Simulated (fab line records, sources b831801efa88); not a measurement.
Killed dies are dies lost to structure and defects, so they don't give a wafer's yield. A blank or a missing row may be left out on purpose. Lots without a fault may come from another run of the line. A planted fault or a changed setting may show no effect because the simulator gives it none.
fab line records | flow sky130
record lots=6 wafers=18 last_day=48
route steps=708 shown METAL3@570 VIA3@573 PAD_OPEN@708
lots that met no fault: from a run of the same line without faults
start_h: hours from the record's first day to the start of the lot's first wafer shown | wait_h: hours since the lot's step before | " the same as in the row above | L1.1+2: a row that stands for several wafers | - no value, or no start given | * or withheld: withheld | < > ~ a bound
route shown NAME@n: a module of which the file shows steps, and the number in the route of the first | usual: mean/standard deviation of fault-free wafers | same: alike in all rows | chamber/n: place in a boat | sites: the reading at each site | _std_site: their standard deviation | _edge_site: outer sites' mean less inner sites' | radius_mm: how far each site lies from the wafer's centre | mask NAME#n: copy n | behind: the tool/chamber that last shaped the wafer | hold: why the lot was held/for how many hours/how that ended | device: the transistor (n, p or np) that didn't switch | end of line: the same wafers' tests at the end of the route | a step without rows: its recipe alone | killed: dies lost to structure and defects at the first sort, not the wafer's yield | map: a wafer's dies, x killed, . not, _ none there
set.NAME: the setting as run; set.NAME@STEP: as run at that earlier step | model.NAME: the simulator's own value behind a step, which no gauge read
lots at some steps of the route; a table a step, a row a wafer
services: from which hour (start_h, from the record's first day; less than 0 if before it) a tool's chamber was out of use, for how many hours, and why
## steps
# step SKY_METAL3_STRIP_20
# recipe chemistry=post_etch_residue_remover time_s=1200 temp_c=72.5
# step SKY_METAL3_CLEAN_21
# recipe chemistry=IPA time_s=180 temp_c=25
# step SKY_METAL3_CLEAN_22
# recipe chemistry=O3/DIW dry=n2_spin
# step SKY_VIA3_HDPCVD_00
# recipe material=SiO2 target_thk_nm=1635 sigma_open_frac=0.3 time_s=272.5 temp_c=400 sih4_flow_sccm=60 pressure_mtorr=6
# step SKY_VIA3_THK_MEAS_01
# recipe reads=SiO2_of_VIA3_HDPCVD_00
# usual VIA3_HDPCVD_THK=1636/20
# columns lot.wafer tool chamber start_h wait_h VIA3_HDPCVD_THK[nm]
L342.1 film_metro-03 - 950.86 0.1 1644
L342.3 " - " " 1641
L342.6 " - " " 1634
L345.4 film_metro-04 - 964.77 0.0 1636
L345.5 " - " " 1653
L345.6 " - " " 1615
L346.3 film_metro-03 - 965.46 0.1 1618
L346.5 " - " " 1643
L346.6 " - " " 1665
L349.1 film_metro-03 - 965.79 0.1 1672
L349.3 " - " " 1656
L349.5 " - " " 1631
L350.2 film_metro-03 - 967.65 0.1 1624
L350.4 " - " " 1621
L350.6 " - " " 1603
L351.1 film_metro-03 - 973.64 0.1 1617
L351.4 " - " " 1614
L351.5 " - " " 1624
# step SKY_VIA3_CMP_02
# recipe material=SiO2 down_force_psi=4 platen_rpm=60 pad_velocity_m_s=0.94248
# usual motor_current_A=12.4/1 slurry_flow_ml_min=150.0/0.47
# columns lot.wafer tool chamber start_h wait_h motor_current_A slurry_flow_ml_min
L342.1 cmp-02 0 950.92 0.1 11.1 150.3
L342.3 " 2 " " 12.9 149.6
L342.6 " 1 " " 12.1 150.3
L345.4 cmp-01 1 964.85 0.1 10.7 150.4
L345.5 " 0 " " 12.2 149.9
L345.6 " 1 " " 10.3 149.7
L346.3 cmp-01 2 965.55 0.1 13.7 149.6
L346.5 " 1 " " 10.4 150.2
L346.6 " 2 " " 14.0 150.1
L349.1 cmp-02 3 965.85 0.1 12.6 150.4
L349.3 " 2 " " 13.5 150.3
L349.5 " 3 " " 12.2 149.7
L350.2 cmp-01 1 967.70 0.0 11.0 149.7
L350.4 " 0 " " 12.8 149.9
L350.6 " 1 " " 11.2 150.0
L351.1 cmp-02 1 973.70 0.1 12.1 149.6
L351.4 " 3 " " 12.5 151.0
L351.5 " 1 " " 12.2 149.8
# step SKY_VIA3_BOW_MEAS_03
# recipe mode=bow
# usual VIA3_BOW=79/7.6
# columns lot.wafer tool chamber start_h wait_h VIA3_BOW[um]
L342.1 film_metro-02 - 951.22 0.2 72
L342.3 " - " " 71
L342.6 " - " " 75
L345.4 film_metro-04 - 965.16 0.3 66
L345.5 " - " " 82
L345.6 " - " " 80
L346.3 film_metro-02 - 965.84 0.2 82
L346.5 " - " " 85
L346.6 " - " " 74
L349.1 film_metro-03 - 966.15 0.2 63
L349.3 " - " " 74
L349.5 " - " " 80
L350.2 film_metro-03 - 968.02 0.3 78
L350.4 " - " " 82
L350.6 " - " " 76
L351.1 film_metro-02 - 974.00 0.2 70
L351.4 " - " " 79
L351.5 " - " " 75
# step SKY_VIA3_DEHYDRATE_04
# recipe temp_c=200 time_s=60
# step SKY_VIA3_HMDS_05
# recipe prime_time_s=60 prime_temp_c=120
# step SKY_VIA3_COAT_06
# recipe resist=BARC temp_c=withheld time_s=withheld spin_rpm=3000 resist_thk_nm=60
# step SKY_VIA3_COAT_07
# recipe resist=KrF-thick spin_rpm=3000 resist_thk_nm=450
# step SKY_VIA3_SOFTBAKE_08
# recipe temp_c=100 time_s=90 resist=KrF-thick
# step SKY_VIA3_EXPOSE_09
# recipe mask_id=VIM3 na=0.8 source_shape=annular sigma_inner=0.55 sigma_outer=0.85 target_cd_nm=200 dose_mj=38
# columns lot.wafer tool chamber start_h wait_h mask
L342.1+3+6 krf_scanner-02 0 964.52 - VIM3#0
L345.4+5+6 krf_scanner-01 0 977.58 - VIM3#0
L346.3+5+6 krf_scanner-01 0 978.06 - VIM3#0
L349.1+3+5 krf_scanner-01 0 978.45 - VIM3#0
L350.2+4+6 krf_scanner-01 0 980.46 - VIM3#0
L351.1+4+5 krf_scanner-01 0 987.20 - VIM3#0
# step SKY_VIA3_PEB_10
# recipe peb_temp_c=withheld peb_time_s=withheld resist=KrF-thick
# step SKY_VIA3_DEVELOP_11
# recipe develop_time_s=60 resist=KrF-thick dev_temp_c=21
# step SKY_VIA3_CD_MEAS_12
# recipe target_cd_nm=200
# usual cd_nm=200.4/1.2
# columns lot.wafer tool chamber start_h wait_h cd_nm
L342.1 cd_sem-01 - 976.72 - 202.3
L342.3 " - " " 201.6
L342.6 " - " " 202.5
L345.4 cd_sem-02 - 990.48 - 201.3
L345.5 " - " " 200.6
L345.6 " - " " 201.0
L346.3 cd_sem-01 - 990.81 - 200.9
L346.5 " - " " 201.0
L346.6 " - " " 200.0
L349.1 cd_sem-02 - 991.12 - 199.7
L349.3 " - " " 199.2
L349.5 " - " " 199.5
L350.2 cd_sem-01 - 993.39 - 203.1
L350.4 " - " " 191.1
L350.6 " - " " 191.3
L351.1 cd_sem-02 - 999.87 - 199.5
L351.4 " - " " 191.8
L351.5 " - " " 201.1
# step SKY_VIA3_OVL_MEAS_13
# usual VIA3_OVL=1/5.7
# columns lot.wafer tool chamber start_h wait_h VIA3_OVL[nm]
L342.1 overlay-01 - 976.84 0.1 -3
L342.3 " - " " -13
L342.6 " - " " -10
L345.4 overlay-01 - 990.56 0.1 11
L345.5 " - " " -4
L345.6 " - " " 2
L346.3 overlay-02 - 990.90 0.1 -12
L346.5 " - " " -1
L346.6 " - " " -5
L349.1 overlay-01 - 991.24 0.1 12
L349.3 " - " " 5
L349.5 " - " " 14
L350.2 overlay-02 - 993.50 0.1 -1
L350.4 " - " " 0
L350.6 " - " " 2
L351.1 overlay-02 - 999.99 0.1 0
L351.4 " - " " -2
L351.5 " - " " -6
# step SKY_VIA3_ETCH_14
# recipe chemistry=N2/H2 target=BARC ion_energy_ev=200 source_w=500 bias_w=100 pressure_mtorr=30 n2_flow_sccm=100 h2_flow_sccm=200 stop_on=SiO2 time_s=45.9 target_depth_a=600
# usual drypump_motor_current_A=5.9/0.63 oes_product_au=0.854/0.0047 throttle_valve_pct=13.226/0.0088
# columns lot.wafer tool chamber start_h wait_h drypump_motor_current_A oes_product_au rf_hours_counter_h throttle_valve_pct model.VIA3.cd_nm
L342.1 rie_diel-03 3 976.88 0.0 6.3 0.851 27 13.239 200.7
L342.3 " 0 " " 5.4 0.855 3 13.206 201.8
L342.6 " 2 " " 4.9 0.857 - 13.238 203.9
L345.4 rie_diel-04 2 990.58 0.0 6.6 0.855 4 13.224 201.9
L345.5 " 0 " " 5.7 0.854 - 13.221 202
L345.6 " 1 " " 6.7 0.861 - 13.238 201.3
L346.3 rie_diel-03 3 990.93 0.0 6.3 0.852 28 13.233 198.9
L346.5 " 1 " " 6.5 0.859 - 13.217 201.9
L346.6 " 0 " " 5.3 0.865 - 13.235 199.6
L349.1 rie_diel-01 2 991.28 0.0 5.5 0.853 21 13.226 200.9
L349.3 " 3 " " 5.0 0.853 12 13.225 198.8
L349.5 " 3 " " 5.0 0.853 - 13.222 199.2
L350.2 rie_diel-04 0 993.53 0.0 5.7 0.863 2 13.219 204.5
L350.4 " 3 " " 6.1 0.852 12 13.229 190.6
L350.6 " 2 " " 6.6 0.860 - 13.244 191.5
L351.1 rie_diel-04 3 1000.03 0.0 6.1 0.853 12 13.232 198.1
L351.4 " 1 " " 6.7 0.845 13 13.235 192.4
L351.5 " 3 " " 6.1 0.852 - 13.226 200.6
# step SKY_VIA3_ETCH_15
# recipe target=SiO2 chemistry=C4F8/O2/Ar target_depth_nm=507 stop_on=TiN mask_material=KrF-thick source_w=1500 bias_w=1200 pressure_mtorr=40 c4f8_flow_sccm=withheld O2_flow_sccm=6 Ar_flow_sccm=300 time_s=78
# usual oes_product_au=0.946/0.0048
# columns lot.wafer tool chamber start_h wait_h oes_product_au rf_hours_counter_h model.VIA3.cd_nm
L342.1 rie_diel-03 3 976.92 0.0 0.940 27 193.8
L342.3 " 0 " " 0.941 3 200.1
L342.6 " 2 " " 0.953 - 202
L345.4 rie_diel-04 2 990.62 0.0 0.940 4 199.5
L345.5 " 0 " " 0.941 - 202.9
L345.6 " 1 " " 0.939 - 204.6
L346.3 rie_diel-03 3 990.97 0.0 0.945 28 192.5
L346.5 " 1 " " 0.943 - 196.2
L346.6 " 0 " " 0.944 - 197.7
L349.1 rie_diel-01 2 991.32 0.0 0.945 21 199
L349.3 " 3 " " 0.952 12 198.7
L349.5 " 3 " " 0.945 - 196.6
L350.2 rie_diel-04 0 993.57 0.0 0.941 2 207.1
L350.4 " 3 " " 0.940 12 190.3
L350.6 " 2 " " 0.950 - 191.4
L351.1 rie_diel-04 3 1000.07 0.0 0.946 12 195.2
L351.4 " 1 " " 0.951 13 197.3
L351.5 " 3 " " 0.944 - 200.1
# step SKY_VIA3_STRIP_16
# recipe chemistry=O2/N2 power_w=1400 pressure_mtorr=1500 platen_temp_c=withheld o2_flow_sccm=3000 n2_flow_sccm=300 overash_fraction=0.5
# usual drypump_motor_current_A=5.63/0.25 oes_product_au=0.403/0.0045 strip_time_to_endpoint_s=4.13/0.04
# columns lot.wafer tool chamber start_h wait_h drypump_motor_current_A oes_product_au rf_hours_counter_h strip_time_to_endpoint_s
L342.1 plasma_asher-04 0 976.98 0.0 5.80 0.395 84 4.13
L342.3 " 1 " " 5.84 0.405 - 4.11
L342.6 " 0 " " 5.80 0.409 - 4.14
L345.4 plasma_asher-04 1 990.71 0.1 5.80 0.399 - 4.06
L345.5 " 0 " " 5.78 0.406 - 4.14
L345.6 " 1 " " 5.81 0.394 - 4.04
L346.3 plasma_asher-03 0 991.06 0.1 5.45 0.404 - 4.17
L346.5 " 1 " " 5.11 0.408 - 4.17
L346.6 " 0 " " 5.44 0.395 - 4.14
L349.1 plasma_asher-04 0 991.38 0.0 5.78 0.398 87 4.12
L349.3 " 1 " " 5.82 0.399 - 4.13
L349.5 " 1 " " 5.77 0.397 - 4.12
L350.2 plasma_asher-04 0 993.63 0.0 5.78 0.408 87 4.17
L350.4 " 1 " " 5.81 0.400 - 4.19
L350.6 " 1 " " 5.80 0.401 - 4.09
L351.1 plasma_asher-03 0 1000.13 0.0 5.46 0.412 109 4.18
L351.4 " 1 " " 5.15 0.401 - 4.08
L351.5 " 0 " " 5.48 0.405 - 4.19
# step SKY_PAD_OPEN_PROBE_99
# usual defect_limited_yield=82.5/1.8 killed_at_M0_to_M3=45/6.3 killed_at_M4_up=2.8/1.6 killed_at_contacts=24/5.1 killed_at_front_end=14/4.4 killed_at_other=0.4/0.73 killed_dies=86/9 killed_open=47/7.8 killed_short=39/6.6 sort_bin_3_pad_short=0.8/0.42 sort_bin_5_function=10.3/1.4 sort_bin_6_memory=6.3/1.2 sort_n_pass=406/9 sort_yield_pct=82.5/1.8
# same gross_dies=492 killed_at_back_side=0 sort_bin_4_leakage[%]=0 sort_bin_8_speed[%]=0
# columns lot.wafer tool chamber start_h wait_h defect_limited_yield[%] killed_at_M0_to_M3 killed_at_M4_up killed_at_contacts killed_at_front_end killed_at_other killed_dies killed_open killed_short sort_bin_3_pad_short[%] sort_bin_5_function[%] sort_bin_6_memory[%] sort_n_pass sort_yield_pct[%] model.etest.via3_chain.rc_ohm
L342.1 prober-01 - 1126.21 0.1 85.6 34 2 23 12 0 71 39 32 0.8 8.5 5.1 421 85.6 10.27
L342.3 prober-01 - 1126.31 0.2 82.5 41 4 29 12 0 86 43 43 0.8 9.8 6.9 406 82.5 9.722
L342.6 prober-01 - 1126.46 0.2 81.3 42 2 30 18 0 92 48 44 1.0 11.4 6.3 400 81.3 9.134
L346.3 prober-01 - 1136.70 0.2 84.1 40 3 21 13 1 78 43 35 0.8 8.9 6.1 414 84.1 10.66
L346.5 prober-01 - 1136.80 0.2 83.5 49 4 21 6 1 81 38 43 0.4 12.4 3.7 411 83.5 10.2
L346.6 prober-01 - 1136.85 0.2 82.5 49 3 21 12 1 86 47 39 0.8 10.4 6.3 406 82.5 9.819
L345.4 prober-02 - 1138.25 0.2 80.1 53 3 18 24 0 98 52 46 0.4 11.8 7.7 394 80.1 9.745
L345.5 prober-02 - 1138.30 0.2 82.7 43 4 21 17 0 85 50 35 0.6 10.4 6.3 407 82.7 9.649
L345.6 prober-02 - 1138.35 0.2 82.7 49 1 16 18 1 85 45 40 0.4 11.0 5.9 407 82.7 9.076
L349.1 prober-01 - 1139.60 0.1 84.6 43 2 19 12 0 76 40 35 0.8 8.5 6.1 416 84.6 9.995
L349.3 prober-01 - 1139.70 0.2 84.1 40 1 25 12 0 78 39 39 0.6 10.0 5.3 414 84.1 9.678
L349.5 prober-01 - 1139.80 0.2 78.5 56 4 30 16 0 106 66 40 0.4 13.2 7.9 386 78.5 9.931
L350.2 prober-02 - 1140.08 0.1 85.6 37 1 20 13 0 71 34 37 0.4 8.9 5.1 421 85.6 8.877
L350.4 prober-02 - 1140.18 0.2 84.3 44 1 20 12 0 77 44 31 0.4 11.0 4.3 415 84.3 10.93
L350.6 prober-02 - 1140.28 0.2 84.1 42 3 25 8 0 78 40 38 1.0 9.3 5.5 414 84.1 10.51
L351.1 prober-02 - 1145.59 0.1 85.0 37 2 23 12 0 74 44 30 0.4 10.2 4.5 418 85.0 9.868
L351.4 prober-02 - 1145.74 0.2 85.4 32 1 21 18 0 72 47 25 0.6 10.2 3.9 420 85.4 9.958
L351.5 prober-02 - 1145.79 0.2 83.1 42 3 25 12 1 83 32 51 0.6 9.3 6.9 409 83.1 9.754
# killed by level:class
L342.1 VIA1:geometric_particle:open=9 CONTACT:geometric_particle:open=8 LI_CONTACT:geometric_particle:open=8 VIA3:geometric_particle:open=6 CONTACT:geometric_particle:short=5 FIELD_ISO:geometric_particle:short=4 FIELD_ISO:geometric_particle:open=3 METAL1:geometric_particle:short=3
L342.3 VIA1:geometric_particle:short=12 VIA1:geometric_particle:open=10 CONTACT:geometric_particle:open=9 CONTACT:geometric_particle:short=7 LI_CONTACT:geometric_particle:open=6 FIELD_ISO:geometric_particle:open=5 METAL1:geometric_particle:short=4 FIELD_ISO:geometric_particle:short=3
L342.6 CONTACT:geometric_particle:open=12 METAL2:geometric_particle:short=12 LI_CONTACT:geometric_particle:open=7 POLY_GATE:geometric_particle:open=6 POLY_GATE:geometric_particle:short=6 VIA3:geometric_particle:open=5 CONTACT:geometric_particle:short=4 METAL1:geometric_particle:short=4
L346.3 CONTACT:geometric_particle:open=7 METAL1:geometric_particle:short=6 VIA3:geometric_particle:open=6 LI_CONTACT:geometric_particle:open=5 VIA1:geometric_particle:short=5 VIA1:geometric_particle:open=5 CONTACT:geometric_particle:short=4 METAL3:geometric_particle:short=4
L346.5 VIA1:geometric_particle:short=8 METAL1:geometric_particle:short=7 VIA1:geometric_particle:open=6 LOCAL_INTERCONNECT:geometric_particle:short=6 VIA3:geometric_particle:open=6 LI_CONTACT:geometric_particle:open=5 METAL2:geometric_particle:short=5 VIA2:geometric_particle:open=5
L346.6 VIA1:geometric_particle:open=13 VIA3:geometric_particle:open=12 CONTACT:geometric_particle:open=10 METAL1:geometric_particle:short=7 VIA1:geometric_particle:short=5 LI_CONTACT:geometric_particle:open=4 LOCAL_INTERCONNECT:geometric_particle:short=4 METAL2:geometric_particle:short=4
L345.4 VIA1:geometric_particle:open=11 VIA2:geometric_particle:open=8 METAL1:geometric_particle:short=7 POLY_GATE:geometric_particle:open=6 VIA3:geometric_particle:open=6 LI_CONTACT:geometric_particle:open=5 METAL2:geometric_particle:short=5 METAL3:geometric_particle:short=5
L345.5 CONTACT:geometric_particle:open=12 VIA1:geometric_particle:open=9 VIA3:geometric_particle:open=7 POLY_GATE:geometric_particle:open=7 METAL2:geometric_particle:short=7 LOCAL_INTERCONNECT:geometric_particle:short=5 METAL1:geometric_particle:short=5 POLY_GATE:geometric_particle:short=4
L345.6 VIA3:geometric_particle:open=7 LI_CONTACT:geometric_particle:open=6 CONTACT:geometric_particle:open=6 VIA1:geometric_particle:open=6 METAL2:geometric_particle:short=6 POLY_GATE:geometric_particle:short=5 POLY_GATE:geometric_particle:open=5 VIA1:geometric_particle:short=5
L349.1 VIA1:geometric_particle:open=9 CONTACT:geometric_particle:open=7 FIELD_ISO:geometric_particle:short=6 VIA2:geometric_particle:open=6 METAL1:geometric_particle:short=5 METAL2:geometric_particle:short=5 FIELD_ISO:geometric_particle:open=4 VIA2:geometric_particle:short=4
L349.3 CONTACT:geometric_particle:open=8 LOCAL_INTERCONNECT:geometric_particle:short=7 VIA1:geometric_particle:short=6 VIA1:geometric_particle:open=6 VIA3:geometric_particle:open=6 VIA2:geometric_particle:open=5 METAL1:geometric_particle:short=4 LI_CONTACT:geometric_particle:open=4
L349.5 CONTACT:geometric_particle:open=15 VIA1:geometric_particle:open=13 VIA2:geometric_particle:open=11 VIA3:geometric_particle:open=9 METAL1:geometric_particle:short=7 LI_CONTACT:geometric_particle:open=6 POLY_GATE:geometric_particle:open=5 METAL2:geometric_particle:short=5
L350.2 VIA1:geometric_particle:open=8 METAL1:geometric_particle:short=7 VIA1:geometric_particle:short=7 LI_CONTACT:geometric_particle:open=6 CONTACT:geometric_particle:short=5 VIA2:geometric_particle:open=5 POLY_GATE:geometric_particle:open=4 LOCAL_INTERCONNECT:geometric_particle:short=4
L350.4 VIA1:geometric_particle:open=9 LI_CONTACT:geometric_particle:open=7 CONTACT:geometric_particle:open=7 METAL1:geometric_particle:short=6 VIA3:geometric_particle:open=6 VIA2:geometric_particle:open=5 FIELD_ISO:geometric_particle:open=4 CONTACT:geometric_particle:short=4
L350.6 CONTACT:geometric_particle:open=10 VIA1:geometric_particle:open=7 VIA1:geometric_particle:short=5 VIA2:geometric_particle:short=5 METAL2:geometric_particle:short=5 VIA3:geometric_particle:open=5 FIELD_ISO:geometric_particle:short=4 VIA2:geometric_particle:open=4
L351.1 VIA1:geometric_particle:open=10 LI_CONTACT:geometric_particle:open=9 VIA3:geometric_particle:open=8 CONTACT:geometric_particle:open=6 METAL2:geometric_particle:short=5 METAL1:geometric_particle:short=4 METAL3:geometric_particle:short=4 POLY_GATE:geometric_particle:short=3
L351.4 CONTACT:geometric_particle:open=10 VIA1:geometric_particle:open=9 VIA2:geometric_particle:open=8 CONTACT:geometric_particle:short=5 FIELD_ISO:geometric_particle:open=4 POLY_GATE:geometric_particle:open=4 POLY_GATE:geometric_particle:short=4 LI_CONTACT:geometric_particle:open=4
L351.5 CONTACT:geometric_particle:open=13 VIA3:geometric_particle:open=8 POLY_GATE:geometric_particle:short=6 METAL1:geometric_particle:short=6 VIA3:geometric_particle:short=6 METAL3:geometric_particle:short=5 LI_CONTACT:geometric_particle:open=5 METAL2:geometric_particle:short=5
## services
# columns tool chamber start_h hours kind
krf_scanner-02 0 935.99 - calibration
krf_scanner-01 - 951.48 11.6 pm
rie_diel-04 - 956.41 1.5 repair
rie_diel-03 1 957.67 6.3 repair
krf_scanner-02 - 963.03 1.3 pm
krf_scanner-01 - 964.44 1.0 pm
krf_scanner-01 - 965.44 0.8 pm
krf_scanner-01 - 966.19 3.6 pm
krf_scanner-02 - 974.22 6.2 repair
rie_diel-04 3 985.74 3.2 repair
krf_scanner-01 0 987.24 - calibration
## key
first_sign step=SKY_VIA3_CD_MEAS_12 reading=cd_nm direction=down sigmas=7.6 usual=200.4 struck=191.4
effect none on later readings
model_effect step=SKY_VIA3_ETCH_14 value=VIA3.cd_nm without=200.7 struck=191.5
model_effect step=SKY_VIA3_ETCH_15 value=VIA3.cd_nm without=202.2 struck=193
model_effect step=SKY_PAD_OPEN_PROBE_99 value=etest.via3_chain.rc_ohm without=9.551 struck=10.47
met_at SKY_VIA3_EXPOSE_09
struck_wafers L350.4,L350.6,L351.4
onset_between 978.45 980.46
fault kind=process_parameter_drift tool=krf_scanner-01 chamber=- onset_h=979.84 steps=SKY_VIA3_EXPOSE_09 channel=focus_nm offset=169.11 shape=step end_h=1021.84 scope=struck_wafers_only
